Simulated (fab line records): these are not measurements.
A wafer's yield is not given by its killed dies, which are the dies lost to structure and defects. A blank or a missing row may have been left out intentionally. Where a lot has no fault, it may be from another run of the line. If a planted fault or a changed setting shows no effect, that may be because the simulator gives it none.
fab line records	flow gf180mcu	part 1 of 2: steps 1 to 28 of 42
record lots=5	wafers=15	last_day=34
route steps=602 shown V1@353 M2@362 V2@382
lots that met no fault: from a run of the same line without faults
start_h: hours from the record's opening day to when the first of the lot's shown wafers began	wait_h: hours from the lot's prior step to this one	" identical to the entry in the row above	L1.1+2: a row that stands for several wafers	- no value, or no start was given	* or withheld: withheld	< > ~ a bound
route shown NAME@n: names a module that has steps shown in the file, with the first one's number in the route	usual: mean/standard deviation taken from wafers without a fault	same: alike in all rows	chamber/n: place in a boat	sites: each site's reading	_std_site: standard deviation across them	_edge_site: mean of outer sites minus mean of inner sites	radius_mm: how far each site lies from the wafer's centre	mask NAME#n: copy n	behind: the last tool/chamber to shape the wafer	hold: why the lot was held/for how many hours/how that ended	device: names the non-switching transistor (n, p or np)	end of line: the tests these same wafers got at the end of their route	where a step has no rows: the recipe by itself	killed: dies that structure and defects cost at the first sort, which is not the same as the wafer's yield	map: a wafer's dies, marking killed ones x, the rest . and places with no die _
set.NAME: the setting the step ran with; set.NAME@STEP: the setting that earlier step ran with	model.NAME: the simulator's own value behind a step, which no gauge read
a table for each step, a row for each wafer; lots at some steps of the route
services: the hour from which a tool's chamber was out of use, counted from the record's first day as start_h (under 0 if before that day), plus the number of hours and why
## steps
# step GF_V1_STRIP_18
# recipe chemistry=O2/N2	power_w=1400	pressure_mtorr=1500	platen_temp_c=250	o2_flow_sccm=3000	n2_flow_sccm=300	overash_fraction=0.5
# usual drypump_motor_current_A=5.6/0.48	heater_power_w=364/39	oes_product_au=0.593/0.0048
lot.wafer	tool	chamber	start_h	wait_h	drypump_motor_current_A	heater_power_w	oes_product_au	rf_hours_counter_h
L077.1	plasma_asher-03	0	434.97	-	5.7	386	0.591	30
L077.3	"	0	"	"	5.7	386	0.594	-
L077.6	"	0	"	"	5.7	382	0.597	-
L085.2	plasma_asher-03	1	511.45	-	5.1	435	0.597	39
L085.3	"	0	"	"	5.7	374	0.595	-
L085.5	"	0	"	"	5.7	380	0.597	-
L092.1	plasma_asher-03	1	569.07	-	5.1	431	0.586	44
L092.2	"	0	"	"	5.7	390	0.589	44
L092.4	"	1	"	"	5.1	444	0.587	-
L095.2	plasma_asher-03	0	592.30	-	5.7	374	0.599	47
L095.4	"	1	"	"	5.0	439	0.594	-
L095.5	"	0	"	"	5.7	391	0.594	-
L097.3	plasma_asher-02	0	616.19	-	6.5	350	0.596	-
L097.4	"	1	"	"	6.0	351	0.599	-
L097.5	"	1	"	"	6.0	343	0.594	-
# step GF_V1_STRIP_19
# recipe chemistry=post_etch_residue_remover	time_s=1200	temp_c=72.5
lot.wafer	tool	chamber	start_h	wait_h
L077.1+3+6	wet_bench-03	2	435.07	0.1
L085.2+3+5	wet_bench-03	1	511.55	0.1
L092.1+2+4	wet_bench-01	3	569.17	0.1
L095.2+4+5	wet_bench-03	1	592.40	0.1
L097.3+4+5	wet_bench-04	0	616.25	0.0
# step GF_V1_CLEAN_20
# recipe chemistry=DIW	dry=n2_spin
lot.wafer	tool	chamber	start_h	wait_h
L077.1+3+6	wet_bench-01	3	435.41	0.0
L085.2+3+5	wet_bench-01	3	512.30	0.0
L092.1+2+4	wet_bench-04	0	569.51	0.0
L095.2+4+5	wet_bench-04	3	592.74	0.0
L097.3+4+5	wet_bench-01	3	616.59	0.0
# step GF_V1_SPUTTER_21
# recipe material=Ti	target_thk_nm=15	chamber_pressure_pa=5	power_w=2500	substrate_temp_c=200	time_s=80.02
# usual throttle_valve_pct=30.0/0.85
lot.wafer	tool	chamber	start_h	wait_h	throttle_valve_pct
L077.1	pvd_sputter-04	-	435.51	0.0	31.4
L077.3	"	-	"	"	30.3
L077.6	"	-	"	"	30.2
L085.2	pvd_sputter-02	-	512.50	0.0	31.0
L085.3	"	-	"	"	29.8
L085.5	"	-	"	"	31.0
L092.1	pvd_sputter-03	-	569.61	0.0	30.3
L092.2	"	-	"	"	29.4
L092.4	"	-	"	"	29.3
L095.2	pvd_sputter-03	-	592.84	0.0	30.0
L095.4	"	-	"	"	30.3
L095.5	"	-	"	"	29.9
L097.3	pvd_sputter-03	-	616.69	0.0	28.8
L097.4	"	-	"	"	30.2
L097.5	"	-	"	"	29.3
# step GF_V1_SPUTTER_22
# recipe material=TiN	target_thk_nm=10	chamber_pressure_pa=5	power_w=4000	time_s=40
# usual throttle_valve_pct=30.0/0.84
lot.wafer	tool	chamber	start_h	wait_h	throttle_valve_pct
L077.1	pvd_sputter-04	-	435.57	0.0	31.5
L077.3	"	-	"	"	30.1
L077.6	"	-	"	"	30.5
L085.2	pvd_sputter-02	-	512.56	0.0	31.1
L085.3	"	-	"	"	30.1
L085.5	"	-	"	"	31.0
L092.1	pvd_sputter-03	-	569.67	0.0	30.3
L092.2	"	-	"	"	29.5
L092.4	"	-	"	"	29.2
L095.2	pvd_sputter-03	-	592.90	0.0	29.8
L095.4	"	-	"	"	30.4
L095.5	"	-	"	"	29.5
L097.3	pvd_sputter-03	-	616.75	0.0	29.3
L097.4	"	-	"	"	29.6
L097.5	"	-	"	"	29.4
# step GF_V1_CVD_23
# recipe material=W	target_thk_nm=350	time_s=105.05	temp_c=400	pressure_torr=40
# usual heater_power_w=844/82
lot.wafer	tool	chamber	start_h	wait_h	heater_power_w
L077.1	cvd_w-01	0	435.61	0.0	745
L077.3	"	1	"	"	913
L077.6	"	1	"	"	927
L085.2	cvd_w-01	1	512.60	0.0	951
L085.3	"	1	"	"	946
L085.5	"	1	"	"	954
L092.1	cvd_w-02	1	569.71	0.0	865
L092.2	"	0	"	"	836
L092.4	"	1	"	"	828
L095.2	cvd_w-01	0	592.94	0.0	724
L095.4	"	0	"	"	726
L095.5	"	0	"	"	752
L097.3	cvd_w-02	0	616.86	0.1	848
L097.4	"	0	"	"	847
L097.5	"	0	"	"	832
# step GF_V1_RS_MEAS_24
# recipe thk_meas_gauge=four-point-probe	reads=W_of_V1_CVD_23+TiN_of_V1_SPUTTER_22+Ti_of_V1_SPUTTER_21
# usual V1_W_RS=0.328/0.0036
lot.wafer	tool	chamber	start_h	wait_h	V1_W_RS[ohm/sq]
L077.1	film_metro-03	-	435.72	0.1	0.330
L077.3	"	-	"	"	0.324
L077.6	"	-	"	"	0.323
L085.2	film_metro-04	-	512.73	0.1	0.322
L085.3	"	-	"	"	0.322
L085.5	"	-	"	"	0.320
L092.1	film_metro-04	-	569.82	0.1	0.330
L092.2	"	-	"	"	0.326
L092.4	"	-	"	"	0.329
L095.2	film_metro-04	-	593.07	0.1	0.326
L095.4	"	-	"	"	0.324
L095.5	"	-	"	"	0.326
L097.3	film_metro-02	-	617.05	0.2	0.331
L097.4	"	-	"	"	0.328
L097.5	"	-	"	"	0.333
# step GF_V1_THK_MEAS_25
# recipe thk_meas_gauge=xrf	reads=W_of_V1_CVD_23
# usual V1_W_THK=346/4.9
lot.wafer	tool	chamber	start_h	wait_h	V1_W_THK[nm]
L077.1	film_metro-03	-	435.84	0.1	342
L077.3	"	-	"	"	346
L077.6	"	-	"	"	347
L085.2	film_metro-04	-	512.84	0.1	351
L085.3	"	-	"	"	350
L085.5	"	-	"	"	352
L092.1	film_metro-04	-	569.94	0.1	346
L092.2	"	-	"	"	349
L092.4	"	-	"	"	344
L095.2	film_metro-04	-	593.18	0.1	348
L095.4	"	-	"	"	351
L095.5	"	-	"	"	345
L097.3	film_metro-02	-	617.15	0.1	340
L097.4	"	-	"	"	339
L097.5	"	-	"	"	337
# step GF_V1_CMP_26
# recipe stop_on=SiO2	down_force_psi=3.5	platen_rpm=60	t_overpolish_s=15	target_thk_nm=0	pad_velocity_m_s=0.94248
# usual motor_current_A=11.3/1.5	overpolish_run_s=14.999/0.0094	time_to_endpoint_s=85/3.6
lot.wafer	tool	chamber	start_h	wait_h	motor_current_A	overpolish_run_s	time_to_endpoint_s
L077.1	cmp-02	1	435.95	0.1	12.3	14.998	84
L077.3	"	3	"	"	9.7	15.001	80
L077.6	"	1	"	"	12.8	15.008	89
L085.3	cmp-01	2	513.04	0.2	10.9	14.997	87
L085.2	"	3	"	"	9.4	14.993	86
L085.5	"	2	"	"	10.6	14.999	81
L092.1	cmp-01	3	570.05	0.1	9.8	15.001	78
L092.2	"	0	"	"	10.1	14.995	86
L092.4	"	1	"	"	8.9	14.998	83
L095.2	cmp-02	1	593.50	0.3	12.9	14.991	86
L095.4	"	0	"	"	11.2	15.000	86
L095.5	"	1	"	"	11.9	14.989	86
L097.3	cmp-02	1	617.19	0.0	12.5	14.976	83
L097.4	"	2	"	"	13.9	14.987	88
L097.5	"	1	"	"	13.2	15.005	83
# step GF_M2_SPUTTER_00
# recipe material=Ti	target_thk_nm=37.5	arriving_ion_energy_ev=80	substrate_temp_c=200	chamber_pressure_pa=2	power_w=4000	time_s=150
# usual throttle_valve_pct=29.7/0.52
lot.wafer	tool	chamber	start_h	wait_h	throttle_valve_pct
L077.1	pvd_sputter-03	-	436.20	0.2	29.4
L077.3	"	-	"	"	29.6
L077.6	"	-	"	"	30.2
L085.2	pvd_sputter-03	-	513.34	0.2	29.7
L085.3	"	-	"	"	30.1
L085.5	"	-	"	"	29.5
L092.1	pvd_sputter-02	-	570.30	0.2	30.7
L092.2	"	-	"	"	28.7
L092.4	"	-	"	"	29.7
L095.2	pvd_sputter-01	-	593.80	0.2	29.0
L095.4	"	-	"	"	30.0
L095.5	"	-	"	"	29.1
L097.3	pvd_sputter-03	-	617.49	0.2	30.1
L097.4	"	-	"	"	29.1
L097.5	"	-	"	"	29.5
# step GF_M2_SPUTTER_01
# recipe material=TiN	target_thk_nm=30	power_w=6500	time_s=25	chamber_pressure_pa=0.4
# usual throttle_valve_pct=29.8/0.53
lot.wafer	tool	chamber	start_h	wait_h	throttle_valve_pct
L077.1	pvd_sputter-03	-	436.30	0.1	29.2
L077.3	"	-	"	"	29.5
L077.6	"	-	"	"	30.1
L085.2	pvd_sputter-03	-	513.44	0.1	29.9
L085.3	"	-	"	"	29.8
L085.5	"	-	"	"	29.2
L092.1	pvd_sputter-02	-	570.40	0.1	31.1
L092.2	"	-	"	"	28.7
L092.4	"	-	"	"	29.9
L095.2	pvd_sputter-01	-	593.90	0.1	29.1
L095.4	"	-	"	"	29.7
L095.5	"	-	"	"	29.2
L097.3	pvd_sputter-03	-	617.59	0.1	30.2
L097.4	"	-	"	"	28.9
L097.5	"	-	"	"	29.1
# step GF_M2_SPUTTER_02
# recipe material=AlCu	target_thk_nm=450	power_w=10600	time_s=23.9	chamber_pressure_pa=0.4
# usual throttle_valve_pct=29.8/0.54
lot.wafer	tool	chamber	start_h	wait_h	throttle_valve_pct
L077.1	pvd_sputter-03	-	436.33	0.0	29.2
L077.3	"	-	"	"	29.5
L077.6	"	-	"	"	30.2
L085.2	pvd_sputter-03	-	513.47	0.0	29.5
L085.3	"	-	"	"	29.9
L085.5	"	-	"	"	29.1
L092.1	pvd_sputter-02	-	570.43	0.0	30.8
L092.2	"	-	"	"	28.4
L092.4	"	-	"	"	29.8
L095.2	pvd_sputter-01	-	593.93	0.0	28.9
L095.4	"	-	"	"	29.6
L095.5	"	-	"	"	29.3
L097.3	pvd_sputter-03	-	617.62	0.0	30.4
L097.4	"	-	"	"	29.0
L097.5	"	-	"	"	29.0
# step GF_M2_SPUTTER_03
# recipe material=Ti	target_thk_nm=10	substrate_temp_c=300	chamber_pressure_pa=0.3	power_w=3000	time_s=6.7
# usual throttle_valve_pct=29.8/0.53
lot.wafer	tool	chamber	start_h	wait_h	throttle_valve_pct
L077.1	pvd_sputter-03	-	436.36	0.0	29.2
L077.3	"	-	"	"	29.4
L077.6	"	-	"	"	30.1
L085.2	pvd_sputter-03	-	513.50	0.0	29.6
L085.3	"	-	"	"	29.7
L085.5	"	-	"	"	28.8
L092.1	pvd_sputter-02	-	570.46	0.0	31.4
L092.2	"	-	"	"	28.7
L092.4	"	-	"	"	30.2
L095.2	pvd_sputter-01	-	593.96	0.0	29.2
L095.4	"	-	"	"	29.4
L095.5	"	-	"	"	28.9
L097.3	pvd_sputter-03	-	617.65	0.0	30.4
L097.4	"	-	"	"	29.3
L097.5	"	-	"	"	29.4
# step GF_M2_SPUTTER_04
# recipe material=TiN	target_thk_nm=50	power_w=6500	time_s=41.7	chamber_pressure_pa=0.4
# usual throttle_valve_pct=29.8/0.52
lot.wafer	tool	chamber	start_h	wait_h	throttle_valve_pct
L077.1	pvd_sputter-03	-	436.38	0.0	29.1
L077.3	"	-	"	"	29.4
L077.6	"	-	"	"	29.9
L085.2	pvd_sputter-03	-	513.52	0.0	29.2
L085.3	"	-	"	"	30.1
L085.5	"	-	"	"	29.2
L092.1	pvd_sputter-02	-	570.48	0.0	30.7
L092.2	"	-	"	"	28.9
L092.4	"	-	"	"	29.7
L095.2	pvd_sputter-01	-	593.98	0.0	29.0
L095.4	"	-	"	"	29.8
L095.5	"	-	"	"	29.0
L097.3	pvd_sputter-03	-	617.67	0.0	30.5
L097.4	"	-	"	"	29.5
L097.5	"	-	"	"	29.1
# step GF_M2_RS_MEAS_05
# recipe thk_meas_gauge=four-point-probe	reads=TiN_of_M2_SPUTTER_04+Ti_of_M2_SPUTTER_03+AlCu_of_M2_SPUTTER_02+TiN_of_M2_SPUTTER_01+Ti_of_M2_SPUTTER_00
# usual M2_ALCU_RS=0.0697/0.00076
lot.wafer	tool	chamber	start_h	wait_h	M2_ALCU_RS[ohm/sq]
L077.1	film_metro-01	-	436.42	0.0	0.0709
L077.3	"	-	"	"	0.0701
L077.6	"	-	"	"	0.0709
L085.2	film_metro-03	-	513.58	0.0	0.0691
L085.3	"	-	"	"	0.0693
L085.5	"	-	"	"	0.0691
L092.1	film_metro-01	-	570.52	0.0	0.0695
L092.2	"	-	"	"	0.0689
L092.4	"	-	"	"	0.0696
L095.2	film_metro-01	-	594.04	0.0	0.0703
L095.4	"	-	"	"	0.0692
L095.5	"	-	"	"	0.0703
L097.3	film_metro-03	-	617.76	0.1	0.0701
L097.4	"	-	"	"	0.0692
L097.5	"	-	"	"	0.0691
# step GF_M2_THK_MEAS_06
# recipe thk_meas_gauge=xrf	reads=AlCu_of_M2_SPUTTER_02
# usual M2_ALCU_THK=457/6.8
lot.wafer	tool	chamber	start_h	wait_h	M2_ALCU_THK[nm]
L077.1	film_metro-01	-	436.54	0.1	452
L077.3	"	-	"	"	455
L077.6	"	-	"	"	450
L085.2	film_metro-03	-	513.69	0.1	462
L085.3	"	-	"	"	460
L085.5	"	-	"	"	462
L092.1	film_metro-01	-	570.64	0.1	461
L092.2	"	-	"	"	465
L092.4	"	-	"	"	460
L095.2	film_metro-01	-	594.15	0.1	458
L095.4	"	-	"	"	465
L095.5	"	-	"	"	458
L097.3	film_metro-03	-	617.86	0.1	453
L097.4	"	-	"	"	462
L097.5	"	-	"	"	460
# step GF_M2_DEHYDRATE_07
# recipe temp_c=200	time_s=60
lot.wafer	tool	chamber	start_h	wait_h
L077.1+3+6	litho_track-03	0	448.42	11.9
L085.2+3+5	litho_track-02	0	524.53	10.8
L092.1+2+4	litho_track-04	0	579.97	9.3
L095.2+4+5	litho_track-04	0	603.19	9.0
L097.3+4+5	litho_track-04	0	627.22	9.3
# step GF_M2_HMDS_08
# recipe prime_time_s=60	prime_temp_c=120
lot.wafer	tool	chamber	start_h	wait_h
L077.1+3+6	litho_track-03	0	448.57	0.1
L085.2+3+5	litho_track-02	0	524.68	0.1
L092.1+2+4	litho_track-04	0	580.12	0.1
L095.2+4+5	litho_track-04	0	603.34	0.1
L097.3+4+5	litho_track-04	0	627.37	0.1
# step GF_M2_COAT_09
# recipe resist=KrF	spin_rpm=withheld	resist_thk_nm=1000
lot.wafer	tool	chamber	start_h	wait_h
L077.1+3+6	litho_track-03	0	448.72	0.1
L085.2+3+5	litho_track-02	0	524.83	0.1
L092.1+2+4	litho_track-04	0	580.27	0.1
L095.2+4+5	litho_track-04	0	603.49	0.1
L097.3+4+5	litho_track-04	0	627.52	0.1
# step GF_M2_SOFTBAKE_10
# recipe temp_c=130	time_s=60	resist=KrF
lot.wafer	tool	chamber	start_h	wait_h
L077.1+3+6	litho_track-03	0	448.87	0.1
L085.2+3+5	litho_track-02	0	524.98	0.1
L092.1+2+4	litho_track-04	0	580.42	0.1
L095.2+4+5	litho_track-04	0	603.64	0.1
L097.3+4+5	litho_track-04	0	627.67	0.1
# step GF_M2_EXPOSE_11
# recipe mask_id=Metal2	target_cd_nm=280	na=0.68	source_shape=conventional	sigma_outer=0.6	dose_mj=28
# usual reticle_temp_C=22.98/0.1
# same sigma_outer=0.6
lot.wafer	tool	chamber	start_h	wait_h	mask	reticle_temp_C
L077.1	krf_scanner-01	0	-	-	Metal2#0	23.01
L077.3	"	0	"	"	Metal2#0	23.05
L077.6	"	0	"	"	Metal2#0	23.03
L085.2	krf_scanner-01	0	-	-	Metal2#0	23.03
L085.3	"	0	"	"	Metal2#0	22.97
L085.5	"	0	"	"	Metal2#0	22.94
L092.1	krf_scanner-01	0	-	-	Metal2#0	22.97
L092.2	"	0	"	"	Metal2#0	23.03
L092.4	"	0	"	"	Metal2#0	23.07
L095.2	krf_scanner-01	0	-	-	Metal2#0	22.94
L095.4	"	0	"	"	Metal2#0	22.95
L095.5	"	0	"	"	Metal2#0	22.96
L097.3	krf_scanner-02	0	-	-	Metal2#0	23.10
L097.4	"	0	"	"	Metal2#0	23.07
L097.5	"	0	"	"	Metal2#0	23.18
# step GF_M2_PEB_12
# recipe peb_temp_c=135	peb_time_s=90	resist=KrF
lot.wafer	tool	chamber	start_h	wait_h
L077.1+3+6	litho_track-02	0	-	-
L085.2+3+5	litho_track-03	0	-	-
L092.1+2+4	litho_track-02	0	-	-
L095.2+4+5	litho_track-02	0	-	-
L097.3+4+5	litho_track-04	0	-	-
# step GF_M2_DEVELOP_13
# recipe develop_time_s=60	dev_temp_c=21
lot.wafer	tool	chamber	start_h	wait_h
L077.1+3+6	litho_track-02	0	460.71	0.2
L085.2+3+5	litho_track-03	0	536.15	0.2
L092.1+2+4	litho_track-02	0	591.60	0.2
L095.2+4+5	litho_track-02	0	614.68	0.2
L097.3+4+5	litho_track-04	0	638.07	0.1
# step GF_M2_CD_MEAS_14
# recipe target_cd_nm=280
# usual cd_nm=279.9/1.1
lot.wafer	tool	chamber	start_h	wait_h	cd_nm
L077.1	cd_sem-02	-	460.86	0.1	283.0
L077.3	"	-	"	"	283.0
L077.6	"	-	"	"	282.2
L085.2	cd_sem-02	-	536.29	0.1	280.2
L085.3	"	-	"	"	279.9
L085.5	"	-	"	"	278.8
L092.1	cd_sem-01	-	591.75	0.1	280.0
L092.2	"	-	"	"	280.4
L092.4	"	-	"	"	280.5
L095.2	cd_sem-01	-	614.82	0.1	278.9
L095.4	"	-	"	"	279.3
L095.5	"	-	"	"	280.1
L097.3	cd_sem-02	-	638.21	0.1	281.0
L097.4	"	-	"	"	281.4
L097.5	"	-	"	"	281.0
# step GF_M2_OVL_MEAS_15
# usual M2_OVL=-4/6
lot.wafer	tool	chamber	start_h	wait_h	M2_OVL[nm]
L077.1	overlay-01	-	460.98	0.1	7
L077.3	"	-	"	"	9
L077.6	"	-	"	"	11
L085.2	overlay-02	-	536.40	0.1	-12
L085.3	"	-	"	"	-4
L085.5	"	-	"	"	-6
L092.1	overlay-02	-	591.87	0.1	10
L092.2	"	-	"	"	1
L092.4	"	-	"	"	5
L095.2	overlay-01	-	614.93	0.1	-14
L095.4	"	-	"	"	-15
L095.5	"	-	"	"	-11
L097.3	overlay-02	-	638.30	0.1	0
L097.4	"	-	"	"	3
L097.5	"	-	"	"	-6
# step GF_M2_METAL_ETCH_16
# recipe chemistry=Cl2/BCl3	mask_material=KrF	target_depth_nm=750.8	stop_on=SiO2	pressure_mtorr=8	icp_w=800	bias_w=140	Cl2_flow_sccm=80	bcl3_flow_sccm=40	time_s=125.1
# usual drypump_motor_current_A=5.8/0.44	mfc_cl2_sccm=80.01/0.26	oes_product_au=0.990/0.0053	throttle_valve_pct=28.229/0.0095
lot.wafer	tool	chamber	start_h	wait_h	drypump_motor_current_A	mfc_cl2_sccm	oes_product_au	rf_hours_counter_h	throttle_valve_pct
L077.1	rie_metal-03	0	461.01	0.0	5.9	80.33	0.998	4	28.209
L077.3	"	1	"	"	6.2	80.47	0.996	-	28.232
L077.6	"	0	"	"	5.9	80.01	0.997	-	28.238
L085.2	rie_metal-04	0	536.43	0.0	5.8	79.74	0.980	14	28.226
L085.3	"	1	"	"	5.6	80.26	0.989	-	28.239
L085.5	"	0	"	"	5.8	80.20	0.995	-	28.245
L092.1	rie_metal-02	0	591.91	0.0	5.2	80.08	0.983	8	28.240
L092.2	"	1	"	"	6.4	80.13	0.988	9	28.231
L092.4	"	0	"	"	5.1	79.99	0.987	-	28.229
L095.2	rie_metal-02	0	614.96	0.0	5.1	79.83	0.991	9	28.221
L095.4	"	0	"	"	5.2	79.89	0.991	-	28.226
L095.5	"	0	"	"	5.2	79.87	0.991	-	28.226
L097.3	rie_metal-04	1	638.37	0.1	5.6	80.20	0.996	-	28.230
L097.4	"	0	"	"	5.8	80.01	0.992	-	28.233
L097.5	"	1	"	"	5.6	80.19	1.001	-	28.236
# step GF_M2_STRIP_17
# recipe chemistry=O2/N2	power_w=1400	pressure_mtorr=1500	platen_temp_c=250	o2_flow_sccm=3000	n2_flow_sccm=300	overash_fraction=0.5
# usual drypump_motor_current_A=6.0/0.39	heater_power_w=347/9.6	oes_product_au=0.537/0.005	strip_time_to_endpoint_s=7.37/0.051
lot.wafer	tool	chamber	start_h	wait_h	drypump_motor_current_A	heater_power_w	oes_product_au	rf_hours_counter_h	strip_time_to_endpoint_s
L077.1	plasma_asher-04	1	461.14	0.1	5.1	350	0.531	82	7.31
L077.3	"	1	"	"	5.1	342	0.538	-	7.37
L077.6	"	0	"	"	5.7	333	0.538	-	7.32
L085.2	plasma_asher-01	1	536.56	0.1	6.2	361	0.537	11	7.43
L085.3	"	0	"	"	5.9	344	0.543	-	7.37
L085.5	"	1	"	"	6.2	354	0.543	-	7.39
L092.1	plasma_asher-04	1	592.04	0.1	5.1	347	0.535	96	7.35
L092.2	"	0	"	"	5.7	339	0.533	96	7.34
L092.4	"	0	"	"	5.7	341	0.540	-	7.37
L095.2	plasma_asher-02	0	615.09	0.1	6.5	345	0.532	81	7.38
L095.4	"	0	"	"	6.5	348	0.538	-	7.38
L095.5	"	0	"	"	6.5	345	0.536	-	7.40
L097.3	plasma_asher-04	0	638.49	0.1	5.7	327	0.536	-	7.30
L097.4	"	1	"	"	5.1	348	0.538	-	7.44
L097.5	"	1	"	"	5.1	344	0.536	-	7.36
# step GF_M2_STRIP_18
# recipe chemistry=post_etch_residue_remover	time_s=1200	temp_c=72.5
lot.wafer	tool	chamber	start_h	wait_h
L077.1+3+6	wet_bench-03	2	461.24	0.1
L085.2+3+5	wet_bench-03	2	536.66	0.1
L092.1+2+4	wet_bench-02	2	592.14	0.1
L095.2+4+5	wet_bench-01	3	615.19	0.1
L097.3+4+5	wet_bench-02	2	638.55	0.0
